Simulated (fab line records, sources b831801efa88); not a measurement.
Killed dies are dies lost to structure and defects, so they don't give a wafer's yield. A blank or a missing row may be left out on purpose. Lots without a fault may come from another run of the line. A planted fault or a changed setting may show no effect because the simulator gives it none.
A struck lot beside a sound one | flow gf180mcu | 30 steps out of a route of 602
Sound: wafers L591.1, L591.4, L591.6. Struck: wafer L603.1. The cause comes at the end.
At each step with rows: each side's tool, then ch and its chambers, then its first start. Under that, the readings that differ: sound wafers | struck wafers | difference of the means | sigmas: that difference in standard deviations of wafers without a fault.
alike: readings whose means differ by less than 2 such deviations, and words and numbers that are the same on both sides. not compared: withheld readings, readings that some wafer has no value for, bounds like >300 that may hide the same value, and numbers for which the record gives no deviation and whose values overlap.
The two part at a step that has a row with sigmas, a row that says differs or no value, or rows on one side only. Numbers that don't overlap but have no deviation are shown without sigmas and don't part them. A reading that every wafer of one side lacks parts them only if that side has two wafers or more.

first, 3 steps without rows for these wafers: GF_PSD_EXPOSE_04 (exposes mask Pplus, target cd 400 nm); GF_PSD_PEB_05; GF_PSD_DEVELOP_06 (develop time 60 s).
GF_PSD_CD_MEAS_07: target cd 400 nm.
  sound on cd_sem-01, day 14 23:47; struck on cd_sem-02, day 19 03:11
  alike: cd_nm
GF_PSD_OVL_MEAS_08:
  sound on overlay-02, day 14 23:55; struck on overlay-01, day 19 03:19
  alike: PSD_OVL
then, 1 step without rows for these wafers: GF_PSD_IMPLANT_09.
GF_PSD_STRIP_10: strips in O2/N2.
  sound on plasma_asher-02 ch 0, day 15 00:06; struck on plasma_asher-02 ch 1, day 19 03:30
  reading            | sound       | struck | difference | sigmas
  heater_power_w (W) | 409 401 397 | 323    | -79        | -2
  alike: drypump_motor_current_A, oes_product_au, strip_time_to_endpoint_s
  not compared: rf_hours_counter_h
GF_PSD_TW_MEAS_11:
  sound on film_metro-03, day 15 00:12; struck on film_metro-01, day 19 03:36
  alike: PSD_TW
then, 1 step without rows for these wafers: GF_PSD_CLEAN_12 (cleans in SC1/SC2, time 150 s).
GF_PSD_RTA_13: time 20 s.
  sound on rtp_anneal-01 ch 0, day 15 00:22; struck on rtp_anneal-02 ch 0, day 19 03:43
  reading          | sound                | struck | difference | sigmas
  wafer_temp_C_max | 1033.4 1031.8 1031.7 | 1028.0 | -4.3       | -2
  alike: chamber_o2_ppm, lamp_power_pct
GF_PSD_RS_MEAS_14: measures by four-point-probe.
  sound on film_metro-01, day 15 00:26; struck on film_metro-01, day 19 03:47
  alike: NSD_RS
GF_PSD_RS_MEAS_15: measures by four-point-probe.
  sound on film_metro-01, day 15 00:34; struck on film_metro-01, day 19 03:55
  alike: PSD_RS
GF_SAB_CVD_00: deposits SiO2 from TEOS, target thk 50 nm, time 4.9302 s.
  sound on pecvd-01 ch 0,1,2, day 15 00:41; struck on pecvd-01 ch 2, day 19 04:02
  alike: heater_power_w
  not compared: model.SiO2_of_SAB_CVD_00.thk_nm
GF_SAB_THK_MEAS_01:
  sound on film_metro-04, day 15 00:42; struck on film_metro-01, day 19 04:03
  alike: SAB_CVD_00_THK
then, 7 steps without rows for these wafers: GF_SAB_DEHYDRATE_02 (time 60 s); GF_SAB_HMDS_03 (prime time 60 s); GF_SAB_COAT_04 (resist thk 1000 nm); GF_SAB_SOFTBAKE_05 (time 60 s); GF_SAB_EXPOSE_06 (exposes mask SAB, target cd 420 nm); GF_SAB_PEB_07; GF_SAB_DEVELOP_08 (develop time 60 s).
GF_SAB_CD_MEAS_09: target cd 420 nm.
  sound on cd_sem-01, day 15 22:13; struck on cd_sem-01, day 20 04:08
  alike: cd_nm
GF_SAB_OVL_MEAS_10:
  sound on overlay-01, day 15 22:20; struck on overlay-02, day 20 04:15
  reading      | sound       | struck | difference | sigmas
  SAB_OVL (nm) | 2.9 2.0 1.4 | -0.8   | -2.9       | -2
GF_SAB_ETCH_11: etches SiO2 in C4F8/O2/Ar, target depth 55 nm, time 8.5 s.
  sound on rie_diel-04 ch 0,1, day 15 22:22; struck on rie_diel-04 ch 2, day 20 04:17
  alike: bias_w, oes_product_au
  not compared: rf_hours_counter_h
then, 1 step without rows for these wafers: GF_SAB_WET_ETCH_12 (etches SiO2 in dHF, target depth 22 nm, time 440 s).
GF_SAB_STRIP_13: strips in O2/N2.
  sound on plasma_asher-03 ch 0,1, day 15 22:32; struck on plasma_asher-01 ch 1, day 20 04:26
  alike: drypump_motor_current_A, heater_power_w, oes_product_au, strip_time_to_endpoint_s
  not compared: rf_hours_counter_h
then, 1 step without rows for these wafers: GF_SALICIDE_CLEAN_00 (cleans in SC1/SC2, time 150 s).
GF_SALICIDE_WET_ETCH_01: etches SiO2 in dHF, target depth 5 nm, time 100 s.
  sound on wet_bench-03 ch 1, day 15 22:41; struck on wet_bench-02 ch 1, day 20 04:35
  not compared: model.SiO2_of_SAB_CVD_00.thk_nm
GF_SALICIDE_SPUTTER_02: material Co, target thk 10 nm, time 20 s.
  sound on pvd_sputter-02, day 15 22:44; struck on pvd_sputter-04, day 20 04:37
  reading                | sound          | struck | difference | sigmas
  throttle_valve_pct (%) | 32.6 31.7 32.5 | 29.2   | -3.1       | -3
then, 1 step without rows for these wafers: GF_PASSIVATION_PROBE_99.

WHERE THEY PART
First at GF_PSD_STRIP_10; last, within this record, at GF_SALICIDE_SPUTTER_02.

WHY: what the simulator had put in
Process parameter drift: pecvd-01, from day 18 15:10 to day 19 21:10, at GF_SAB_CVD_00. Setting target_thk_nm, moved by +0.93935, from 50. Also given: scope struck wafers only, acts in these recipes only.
